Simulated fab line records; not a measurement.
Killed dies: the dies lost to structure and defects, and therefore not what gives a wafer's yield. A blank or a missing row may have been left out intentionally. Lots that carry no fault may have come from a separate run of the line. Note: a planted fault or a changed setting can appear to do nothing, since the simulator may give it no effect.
A single fault, viewed from 2 desks + flow sky130 + only its own numbers are on each desk; what lay behind them is given at the end

## THE METROLOGY DESK
What the gauges read for every lot (on any tool): the sampled wafers with a number, averaged. If a lot's mean is further than 4 standard deviations from the usual mean, the lot is out of limits and carries the mark OUT (the distance appears in the brackets).
Columns: A = LOCAL_INTERCONNECT_TIN_THK at SKY_LOCAL_INTERCONNECT_THK_MEAS_02, usual 100.5 nm; B = cd_nm at SKY_LOCAL_INTERCONNECT_CD_MEAS_11, usual 169.9 nm; C = LOCAL_INTERCONNECT_OVL at SKY_LOCAL_INTERCONNECT_OVL_MEAS_12, usual -5 nm
| lot  | first seen here | A     | B     | C  |
|------|-----------------|-------|-------|----|
| L439 | day 30 12:17    | 99.6  | 172.4 | -1 |
| L442 | day 31 06:26    | 99.2  | 170.1 | -8 |
| L443 | day 31 18:42    | 100.6 | 168.3 | -2 |
| L445 | day 32 07:02    | 103.2 | 172.3 | 0  |
| L451 | day 34 00:41    | 103.0 | 170.8 | 0  |
| L453 | day 35 08:28    | 101.2 | 171.1 | -2 |
| L456 | day 35 20:02    | 99.7  | 170.8 | -1 |
This desk found nothing out of limits on any of the 7 lots.

## DESK OF THE TOOL OWNER: rie_metal-04
The tool's own readings at SKY_LOCAL_INTERCONNECT_METAL_ETCH_14 (etches TiN in Cl2/BCl3, stops on PSG, target depth 110 nm, time 31.4 s): means of the sampled wafers that have a number, for each lot that ran on this tool. If a lot's mean is further than 4 standard deviations from the usual mean, the lot is out of limits and carries the mark OUT (the distance appears in the brackets).
Columns: A = drypump_motor_current_A at SKY_LOCAL_INTERCONNECT_METAL_ETCH_14, usual 5.6 A; B = he_backside_leak_sccm at SKY_LOCAL_INTERCONNECT_METAL_ETCH_14, usual 3.4 sccm; C = oes_product_au at SKY_LOCAL_INTERCONNECT_METAL_ETCH_14, usual 0.941 a.u.; D = run_length_s at SKY_LOCAL_INTERCONNECT_METAL_ETCH_14, usual 59.53 s; E = throttle_valve_pct at SKY_LOCAL_INTERCONNECT_METAL_ETCH_14, usual 21.901 %
| lot  | first seen here | A   | B   | C     | D                | E      |
|------|-----------------|-----|-----|-------|------------------|--------|
| L442 | day 32 08:55    | 5.2 | 3.2 | 0.915 | 60.62            | 21.918 |
| L443 | day 32 21:03    | 5.2 | 3.2 | 0.911 | 61.38 (+6.6) OUT | 21.937 |
| L445 | day 33 08:25    | 5.5 | 3.2 | 0.935 | 60.26            | 21.912 |
| L453 | day 36 11:28    | 5.2 | 3.2 | 0.950 | 59.44            | 21.890 |
This desk's finding: out of limits on L443; first on L443, day 32 21:03 (run_length_s at SKY_LOCAL_INTERCONNECT_METAL_ETCH_14). L442, L445, L453 stayed within limits.

## BROUGHT TOGETHER
On L443, at day 32 21:03, an alarm was possible from the tool owner's desk.
Metrology desk: nothing out of limits seen.
The metrology desk holds a record of L443, inside its limits.
SKY_LOCAL_INTERCONNECT_METAL_ETCH_14 was run on rie_metal-04 by each of the lots named.

## WHAT THE SIMULATOR HAD PUT IN
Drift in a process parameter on rie_metal-04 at SKY_LOCAL_INTERCONNECT_METAL_ETCH_14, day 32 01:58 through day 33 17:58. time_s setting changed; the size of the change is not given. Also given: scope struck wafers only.
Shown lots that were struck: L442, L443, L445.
Hours from the fault's start to each desk's first reading out of limits: the tool owner's desk, 19.
